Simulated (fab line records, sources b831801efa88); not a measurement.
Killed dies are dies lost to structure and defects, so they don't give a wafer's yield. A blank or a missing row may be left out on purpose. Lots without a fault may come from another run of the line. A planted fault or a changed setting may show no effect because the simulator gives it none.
A struck lot beside a sound one | flow sky130 | 34 steps out of a route of 708
Sound: wafers L749.3, L749.5, L749.6. Struck: wafers L756.1, L756.2, L756.4. The cause comes at the end.
At each step with rows: each side's tool, then ch and its chambers, then its first start. Under that, the readings that differ: sound wafers | struck wafers | difference of the means | sigmas: that difference in standard deviations of wafers without a fault.
alike: readings whose means differ by less than 2 such deviations, and words and numbers that are the same on both sides. not compared: withheld readings, readings that some wafer has no value for, bounds like >300 that may hide the same value, and numbers for which the record gives no deviation and whose values overlap.
The two part at a step that has a row with sigmas, a row that says differs or no value, or rows on one side only. Numbers that don't overlap but have no deviation are shown without sigmas and don't part them. A reading that every wafer of one side lacks parts them only if that side has two wafers or more.

first, 10 steps without rows for these wafers: SKY_VIA1_EXPOSE_09 (exposes mask VIM, target cd 150 nm); SKY_VIA1_PEB_10; SKY_VIA1_DEVELOP_11 (develop time 60 s); SKY_VIA1_ETCH_14 (etches BARC in N2/H2, stops on SiO2, time 45.9 s, target depth 60 nm); SKY_VIA1_ETCH_15 (etches SiO2 in C4F8/O2/Ar, stops on TiN, target depth 351 nm, time 54 s); SKY_VIA1_STRIP_16 (strips in O2/N2); SKY_VIA1_STRIP_17 (strips in post etch residue remover, time 1200 s); SKY_VIA1_CLEAN_18 (cleans in IPA, time 180 s); SKY_VIA1_CLEAN_19 (cleans in O3/DIW); SKY_VIA1_SPUTTER_20 (material TiN, target thk 20 nm, time 80 s).
SKY_VIA1_CVD_21: deposits W, target thk 270 nm, time 80.902 s.
  sound on cvd_w-02 ch 0,1, day 37 20:20; struck on cvd_w-02 ch 0,1, day 39 15:10
  alike: chamber_pressure_Torr, heater_power_w
then, 22 steps without rows for these wafers: SKY_VIA1_CMP_24 (polishes, stops on SiO2, t overpolish 15 s, target thk 0 nm); SKY_METAL2_SPUTTER_00 (material Ti, target thk 15 nm, time 10 s); SKY_METAL2_SPUTTER_01 (material TiN, target thk 20 nm, time 16.7 s); SKY_METAL2_SPUTTER_02 (material AlCu, target thk 250 nm, time 13.3 s); SKY_METAL2_SPUTTER_03 (material Ti, target thk 5 nm, time 3.3 s); SKY_METAL2_SPUTTER_04 (material TiN, target thk 70 nm, time 58.3 s); SKY_METAL2_DEHYDRATE_07 (time 60 s); SKY_METAL2_HMDS_08 (prime time 60 s); SKY_METAL2_COAT_09 (resist thk 60 nm); SKY_METAL2_COAT_10 (resist thk 450 nm); SKY_METAL2_SOFTBAKE_11 (time 90 s); SKY_METAL2_EXPOSE_12 (exposes mask MM2, target cd 140 nm); SKY_METAL2_PEB_13; SKY_METAL2_DEVELOP_14 (develop time 60 s); SKY_METAL2_DESCUM_17 (chemistry O2, time 8 s); SKY_METAL2_ETCH_18 (etches BARC in N2/H2, stops on SiO2, time 45.9 s, target depth 60 nm); SKY_METAL2_METAL_ETCH_19 (etches the open film in Cl2/BCl3, stops on SiO2, target depth 360 nm, time 78 s); SKY_METAL2_STRIP_20 (strips in O2/N2); SKY_METAL2_STRIP_21 (strips in post etch residue remover, time 1200 s); SKY_METAL2_CLEAN_22 (cleans in IPA, time 180 s); SKY_METAL2_CLEAN_23 (cleans in O3/DIW); SKY_VIA2_HDPCVD_00 (deposits SiO2, target thk 1180 nm, time 196.7 s).
-- the record jumps here: 10 days lie between the struck wafers' starts before and after (it left off in module VIA2 and takes up again in module PAD_OPEN, whose first step shown is number 708 of the route) --
SKY_PAD_OPEN_PROBE_99:
  the record has rows for the struck wafers here (prober-02, day 49 23:05) and none for the sound ones

WHERE THEY PART
Only at SKY_PAD_OPEN_PROBE_99, within this record.

WHY: what the simulator had put in
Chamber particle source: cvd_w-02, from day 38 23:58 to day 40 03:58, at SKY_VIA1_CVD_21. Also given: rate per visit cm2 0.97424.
